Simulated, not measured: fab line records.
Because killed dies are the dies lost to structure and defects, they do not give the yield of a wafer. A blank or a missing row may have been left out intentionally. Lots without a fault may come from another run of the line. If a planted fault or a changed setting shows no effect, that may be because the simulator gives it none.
Struck lot and sound lot, side by side / flow sfq line / 42 steps out of a route of 325
Sound: wafers L411.3, L411.5, L411.6. Struck: wafers L414.1, L414.2, L414.6. At the end, the cause is stated.
Each step with rows lists, per side, the tool, then ch with its chambers, then its first start. Under that, the readings that differ: sound wafers / struck wafers / difference of the means / sigmas: that difference in standard deviations of wafers without a fault.
alike: readings whose means differ by less than 2 such deviations, and words and numbers that are the same on both sides. not compared: withheld readings, readings that some wafer has no value for, bounds like >300 that may hide the same value, and numbers for which the record gives no deviation and whose values overlap.
A row with sigmas, a row that says differs or no value, or rows on one side alone: a step with any of these is where the two part. When numbers do not overlap yet have no deviation, they are printed without sigmas and do not part them. Lack of a reading on every wafer of one side parts them only where that side has two or more wafers.

SFQ_M1_OVL_MEAS_911:
  sound on overlay-02 at day 28 14:35; struck on overlay-01 at day 30 08:26
  alike: M1_OVL
then, 2 steps without rows for these wafers: SFQ_TRILAYER_M1_BARC_OPEN_METAL_ETCH_054 (etches BARC in O2, target depth 125 nm, time 41.7 s); SFQ_TRILAYER_M1_ETCH_METAL_ETCH_042 (etches Nb in Cl2/Ar, stops on SiO2, target depth 240 nm, time 120 s).
SFQ_TRILAYER_M1_STRIP_STRIP_043: strips in O2.
  sound on rie metal-02 ch 0,1, day 28 15:00; struck on rie metal-02 ch 0,1, day 30 08:39
  alike: drypump motor current A, he backside leak sccm, oes product au, platen temp c
  not compared: rf hours counter h
then, 3 steps without rows for these wafers: SFQ_TRILAYER_M1_STRIP_SOLV_CLEAN_044 (cleans in NMP, time 600 s); SFQ_TRILAYER_I1_DEP_PECVD_045 (deposits SiO2 from SiH4/N2O, time 111.11 s, target thk 500 nm); SFQ_TRILAYER_I1_CMP_CMP_046 (polishes SiO2).
SFQ_I1_BOW_MEAS_912:
  sound on film metro-01 at day 29 08:44; struck on film metro-04 at day 31 13:13
  alike: I1_BOW
then, 4 steps without rows for these wafers: SFQ_TRILAYER_I1_METRO_MEASURE_047; SFQ_TRILAYER_I1_VIA_LITHO_COAT_054 (resist thk 62 nm); SFQ_TRILAYER_I1_VIA_LITHO_COAT_049 (resist thk 650 nm); SFQ_TRILAYER_I1_VIA_LITHO_SOFTBAKE_053.
-- the record jumps here: 6 days lie between the struck wafers' starts before and after --
SFQ_TRILAYER_I1_VIA_LITHO_EXPOSE_050: exposes mask I1, target cd 500 nm.
  sound on krf scanner-01 ch 0, day 35 01:37; struck on krf scanner-01 ch 0, day 37 01:13
reading=model.I1.overlay x nm (nm); sound=6.982 6.982 6.982; struck=63.63 63.63 63.63; difference=+56.65; sigmas=
  alike: mask
then, 2 steps without rows for these wafers: SFQ_TRILAYER_I1_VIA_LITHO_PEB_052 (peb time 60 s); SFQ_TRILAYER_I1_VIA_LITHO_DEVELOP_051 (time 60 s).
SFQ_I1_OVL_MEAS_913:
  sound on overlay-02 at day 35 02:44; struck on overlay-02 at day 37 02:43
reading=I1_OVL (nm); sound=6 5 6; struck=62 65 62; difference=+57; sigmas=+13
then, 2 steps without rows for these wafers: SFQ_TRILAYER_I1_VIA_BARC_OPEN_VIA_ETCH_071 (etches BARC in O2, target depth 125 nm, time 41.7 s); SFQ_TRILAYER_I1_VIA_ETCH_VIA_ETCH_052 (etches SiO2 in CHF3, stops on Nb, target depth 260 nm).
SFQ_TRILAYER_I1_VIA_STRIP_STRIP_053: strips in O2.
  sound on rie metal-03 ch 0,1, day 35 03:07; struck on rie metal-04 ch 0,1, day 37 02:55
  alike: drypump motor current A, he backside leak sccm, oes product au, platen temp c
  not compared: rf hours counter h
then, 3 steps without rows for these wafers: SFQ_TRILAYER_I1_VIA_STRIP_SOLV_CLEAN_054 (cleans in NMP, time 600 s); SFQ_TRILAYER_M2_DEP_PRE_CLEAN_056 (time 22.5 s); SFQ_TRILAYER_M2_DEP_SPUTTER_055 (material Nb, target thk 200 nm, time 133.3 s).
SFQ_M2_RS_MEAS_914: measures by four-point-probe.
  sound on film metro-02 at day 35 03:51; struck on film metro-04 at day 37 03:49
  alike: M2_NB_RS
then, 6 steps without rows for these wafers: SFQ_TRILAYER_M2_LITHO_COAT_062 (resist thk 62 nm); SFQ_TRILAYER_M2_LITHO_COAT_057 (resist thk 600 nm); SFQ_TRILAYER_M2_LITHO_SOFTBAKE_061; SFQ_TRILAYER_M2_LITHO_EXPOSE_058 (exposes mask M2, target cd 500 nm); SFQ_TRILAYER_M2_LITHO_PEB_060 (peb time 60 s); SFQ_TRILAYER_M2_LITHO_DEVELOP_059 (time 60 s).
-- the record jumps here: 5 days lie between the struck wafers' starts before and after --
SFQ_M2_OVL_MEAS_916:
  sound on overlay-02 at day 40 04:25; struck on overlay-02 at day 41 21:32
  alike: M2_OVL
SFQ_TRILAYER_M2_BARC_OPEN_METAL_ETCH_077: etches BARC in O2, target depth 125 nm, time 41.7 s.
  sound on rie metal-03 ch 0,1, day 40 04:28; struck on rie metal-02 ch 0,1, day 41 21:34
  alike: bias w, drypump motor current A, he backside leak sccm, oes product au
  not compared: rf hours counter h
then, 1 step without rows for these wafers: SFQ_TRILAYER_M2_ETCH_METAL_ETCH_060 (etches Nb in Cl2/Ar, stops on SiO2, target depth 240 nm, time 120 s).
SFQ_TRILAYER_M2_STRIP_STRIP_061: strips in O2.
  sound on rie metal-03 ch 0,1, day 40 04:49; struck on rie metal-02 ch 0,1, day 41 21:49
  alike: drypump motor current A, he backside leak sccm, oes product au, platen temp c
  not compared: rf hours counter h
then, 3 steps without rows for these wafers: SFQ_TRILAYER_M2_STRIP_SOLV_CLEAN_062 (cleans in NMP, time 600 s); SFQ_TRILAYER_I2_DEP_PECVD_063 (deposits SiO2 from SiH4/N2O, time 111.11 s, target thk 500 nm); SFQ_TRILAYER_I2_CMP_CMP_064 (polishes SiO2).
SFQ_I2_BOW_MEAS_917:
  sound on film metro-02 at day 40 17:25; struck on film metro-02 at day 42 07:05
  alike: I2_BOW
SFQ_TRILAYER_I2_METRO_MEASURE_065:
  sound on film metro-02 at day 40 17:54; struck on film metro-02 at day 42 07:13
  alike: thk nm
then, 3 steps without rows for these wafers: SFQ_TRILAYER_I2_VIA_LITHO_COAT_072 (resist thk 62 nm); SFQ_TRILAYER_I2_VIA_LITHO_COAT_067 (resist thk 650 nm); SFQ_TRILAYER_I2_VIA_LITHO_SOFTBAKE_071.
-- the record jumps here: 42 days lie between the struck wafers' starts before and after --
SFQ_M8_BOW_MEAS_951:
  sound on film metro-01 at day 83 13:14; struck on film metro-02 at day 84 03:22
  alike: M8_BOW
  not compared: model.etest.i1.link ohm

## WHERE THEY PART
At SFQ_I1_OVL_MEAS_913 and nowhere else, as far as this record goes. Later steps at which nothing parts them and some readings are alike: SFQ_TRILAYER_I1_VIA_STRIP_STRIP_053, SFQ_M2_RS_MEAS_914, SFQ_M2_OVL_MEAS_916, SFQ_TRILAYER_M2_BARC_OPEN_METAL_ETCH_077, SFQ_TRILAYER_M2_STRIP_STRIP_061, SFQ_I2_BOW_MEAS_917, SFQ_TRILAYER_I2_METRO_MEASURE_065, SFQ_M8_BOW_MEAS_951.

WHY: what the simulator had put in
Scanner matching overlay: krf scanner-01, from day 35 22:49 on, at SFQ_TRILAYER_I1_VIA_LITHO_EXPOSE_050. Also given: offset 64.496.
